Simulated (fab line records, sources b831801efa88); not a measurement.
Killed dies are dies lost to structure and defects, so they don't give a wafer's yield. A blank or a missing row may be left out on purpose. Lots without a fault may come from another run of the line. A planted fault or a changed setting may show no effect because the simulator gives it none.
fab line records | flow sfq_line
record lots=5 wafers=15 last_day=90
route steps=325 shown M8@315
lots that met no fault: from a run of the same line without faults
start_h: hours from the record's first day to the start of the lot's first wafer shown | wait_h: hours since the lot's step before | " the same as in the row above | L1.1+2: a row that stands for several wafers | - no value, or no start given | * or withheld: withheld | < > ~ a bound
route shown NAME@n: a module of which the file shows steps, and the number in the route of the first | usual: mean/standard deviation of fault-free wafers | same: alike in all rows | chamber/n: place in a boat | sites: the reading at each site | _std_site: their standard deviation | _edge_site: outer sites' mean less inner sites' | radius_mm: how far each site lies from the wafer's centre | mask NAME#n: copy n | behind: the tool/chamber that last shaped the wafer | hold: why the lot was held/for how many hours/how that ended | device: the transistor (n, p or np) that didn't switch | end of line: the same wafers' tests at the end of the route | a step without rows: its recipe alone | killed: dies lost to structure and defects at the first sort, not the wafer's yield | map: a wafer's dies, x killed, . not, _ none there
set.NAME: the setting as run; set.NAME@STEP: as run at that earlier step | model.NAME: the simulator's own value behind a step, which no gauge read
lots at some steps of the route; a table a step, a row a wafer
services: from which hour (start_h, from the record's first day; less than 0 if before it) a tool's chamber was out of use, for how many hours, and why
## steps
# step SFQ_TRILAYER_M8_LITHO_EXPOSE_194
# recipe mask_id=M8 na=0.6 source_shape=conventional sigma_outer=0.65 target_cd_nm=2000 dose_mj=14.4
# columns lot.wafer tool chamber start_h wait_h mask
L082.1+2+5 krf_scanner-02 0 2078.12 - M8#0
L089.1+2+4 krf_scanner-02 0 2133.06 - M8#0
L092.1+3+6 krf_scanner-02 0 2152.60 - M8#0
L093.2+3+6 krf_scanner-02 0 2157.60 - M8#0
L095.3+4+5 krf_scanner-02 0 2163.81 - M8#0
# step SFQ_TRILAYER_M8_LITHO_PEB_196
# recipe peb_temp_c=115 peb_time_s=60 resist=KrF
# columns lot.wafer tool chamber start_h wait_h
L082.1+2+5 litho_track-04 0 2079.32 1.0
L089.1+2+4 litho_track-03 0 2134.26 1.0
L092.1+3+6 litho_track-03 0 2153.80 1.0
L093.2+3+6 litho_track-03 0 2158.62 0.8
L095.3+4+5 litho_track-04 0 2164.66 0.7
# step SFQ_TRILAYER_M8_LITHO_DEVELOP_195
# recipe img_clear_s=15 time_s=55 resist=KrF
# columns lot.wafer tool chamber start_h wait_h
L082.1+2+5 litho_track-04 0 2079.47 0.1
L089.1+2+4 litho_track-03 0 2134.41 0.1
L092.1+3+6 litho_track-03 0 2153.95 0.1
L093.2+3+6 litho_track-03 0 2158.77 0.1
L095.3+4+5 litho_track-04 0 2164.81 0.1
# step SFQ_M8_OVL_MEAS_948
# usual M8_OVL=5/5.9
# columns lot.wafer tool chamber start_h wait_h M8_OVL[nm]
L082.1 overlay-01 - 2079.61 0.1 -3
L082.2 " - " " 2
L082.5 " - " " -1
L089.1 overlay-02 - 2134.55 0.1 -4
L089.2 " - " " 7
L089.4 " - " " -5
L092.1 overlay-02 - 2154.09 0.1 18
L092.3 " - " " 9
L092.6 " - " " 6
L093.2 overlay-01 - 2158.89 0.1 4
L093.3 " - " " 4
L093.6 " - " " 6
L095.3 overlay-02 - 2164.92 0.1 -3
L095.4 " - " " -5
L095.5 " - " " -1
# step SFQ_TRILAYER_M8_DEP_EVAP_197
# recipe material=Ti angular_spread_deg=1 target_thk_nm=20 time_s=100 power_w=2000
# columns lot.wafer tool chamber start_h wait_h
L082.1+2+5 pvd_sputter-02 - 2079.64 0.0
L089.1+2+4 pvd_sputter-02 - 2134.59 0.0
L092.1+3+6 pvd_sputter-01 - 2154.12 0.0
L093.2+3+6 pvd_sputter-02 - 2158.92 0.0
L095.3+4+5 pvd_sputter-02 - 2164.94 0.0
# step SFQ_TRILAYER_M8_DEP_EVAP_198
# recipe material=Pt angular_spread_deg=1 target_thk_nm=50 time_s=255 power_w=2000
# columns lot.wafer tool chamber start_h wait_h
L082.1+2+5 pvd_sputter-02 - 2079.72 0.0
L089.1+2+4 pvd_sputter-02 - 2134.66 0.0
L092.1+3+6 pvd_sputter-01 - 2154.20 0.0
L093.2+3+6 pvd_sputter-02 - 2159.00 0.0
L095.3+4+5 pvd_sputter-02 - 2165.01 0.0
# step SFQ_TRILAYER_M8_DEP_EVAP_196
# recipe material=Au angular_spread_deg=1 target_thk_nm=180 time_s=900 power_w=2000
# columns lot.wafer tool chamber start_h wait_h
L082.1+2+5 pvd_sputter-02 - 2079.87 0.1
L089.1+2+4 pvd_sputter-02 - 2134.82 0.1
L092.1+3+6 pvd_sputter-01 - 2154.35 0.1
L093.2+3+6 pvd_sputter-02 - 2159.15 0.1
L095.3+4+5 pvd_sputter-02 - 2165.17 0.1
# step SFQ_M8_RS_MEAS_949
# recipe thk_meas_gauge=four-point-probe reads=Au_of_TRILAYER_M8_DEP_EVAP_196+Pt_of_TRILAYER_M8_DEP_EVAP_198+Ti_of_TRILAYER_M8_DEP_EVAP_197
# usual M8_AU_RS=0.1526/0.0015
# columns lot.wafer tool chamber start_h wait_h M8_AU_RS[ohm/sq]
L082.1 film_metro-02 - 2080.39 0.3 0.1519
L082.2 " - " " 0.1509
L082.5 " - " " 0.1509
L089.1 film_metro-03 - 2135.33 0.3 0.1512
L089.2 " - " " 0.1503
L089.4 " - " " 0.1511
L092.1 film_metro-01 - 2154.87 0.3 0.1538
L092.3 " - " " 0.1544
L092.6 " - " " 0.1532
L093.2 film_metro-03 - 2159.69 0.3 0.1503
L093.3 " - " " 0.1504
L093.6 " - " " 0.1498
L095.3 film_metro-03 - 2165.72 0.3 0.1529
L095.4 " - " " 0.1533
L095.5 " - " " 0.1538
# step SFQ_M8_THK_MEAS_950
# recipe thk_meas_gauge=xrf reads=Au_of_TRILAYER_M8_DEP_EVAP_196
# usual M8_AU_THK=179.4/2.2
# columns lot.wafer tool chamber start_h wait_h M8_AU_THK[nm]
L082.1 film_metro-02 - 2080.51 0.1 180.8
L082.2 " - " " 182.8
L082.5 " - " " 182.0
L089.1 film_metro-03 - 2135.45 0.1 181.9
L089.2 " - " " 183.0
L089.4 " - " " 181.8
L092.1 film_metro-01 - 2154.99 0.1 176.8
L092.3 " - " " 176.0
L092.6 " - " " 178.2
L093.2 film_metro-03 - 2159.80 0.1 183.5
L093.3 " - " " 181.4
L093.6 " - " " 183.0
L095.3 film_metro-03 - 2165.82 0.1 178.3
L095.4 " - " " 178.1
L095.5 " - " " 177.8
# step SFQ_TRILAYER_M8_LIFTOFF_LIFTOFF_197
# recipe temp_c=80 time_s=600 chemistry=NMP
# usual bath_heat_duty_pct=17.7/1.9
# columns lot.wafer tool chamber start_h wait_h bath_heat_duty_pct
L082.1 wet_bench-03 4 2080.57 0.1 20.9
L082.2 " 7 " " 18.3
L082.5 " 3 " " 18.7
L089.1 wet_bench-02 5 2135.51 0.1 16.5
L089.2 " 4 " " 17.7
L089.4 " 1 " " 14.9
L092.1 wet_bench-02 7 2155.05 0.1 16.3
L092.3 " 3 " " 17.4
L092.6 " 2 " " 21.8
L093.2 wet_bench-03 4 2159.85 0.0 19.4
L093.3 " 6 " " 18.6
L093.6 " 5 " " 17.2
L095.3 wet_bench-02 3 2165.86 0.0 17.3
L095.4 " 1 " " 16.8
L095.5 " 4 " " 18.4
# step SFQ_M8_BOW_MEAS_951
# recipe mode=bow
# usual M8_BOW=9/10
# columns lot.wafer tool chamber start_h wait_h M8_BOW[um]
L082.1 film_metro-03 - 2080.74 0.0 1
L082.2 " - " " 4
L082.5 " - " " 1
L089.1 film_metro-01 - 2135.71 0.0 16
L089.2 " - " " -2
L089.4 " - " " 11
L092.1 film_metro-03 - 2155.24 0.0 6
L092.3 " - " " -2
L092.6 " - " " -12
L093.2 film_metro-03 - 2160.04 0.0 14
L093.3 " - " " 12
L093.6 " - " " 13
L095.3 film_metro-01 - 2166.09 0.0 5
L095.4 " - " " 9
L095.5 " - " " 10
## services
# columns tool chamber start_h hours kind
krf_scanner-02 - 2056.02 1.0 pm
wet_bench-02 - 2075.36 1.2 repair
krf_scanner-02 - 2091.54 1.3 pm
pvd_sputter-01 - 2113.23 3.9 repair
krf_scanner-02 - 2115.14 0.8 pm
krf_scanner-02 - 2115.89 4.0 pm
pvd_sputter-01 3 2126.88 - consumable_replace:kit
pvd_sputter-01 3 2126.88 18.0 scheduled_down
pvd_sputter-01 3 2126.88 18.0 vent_cycle
## key
fault none
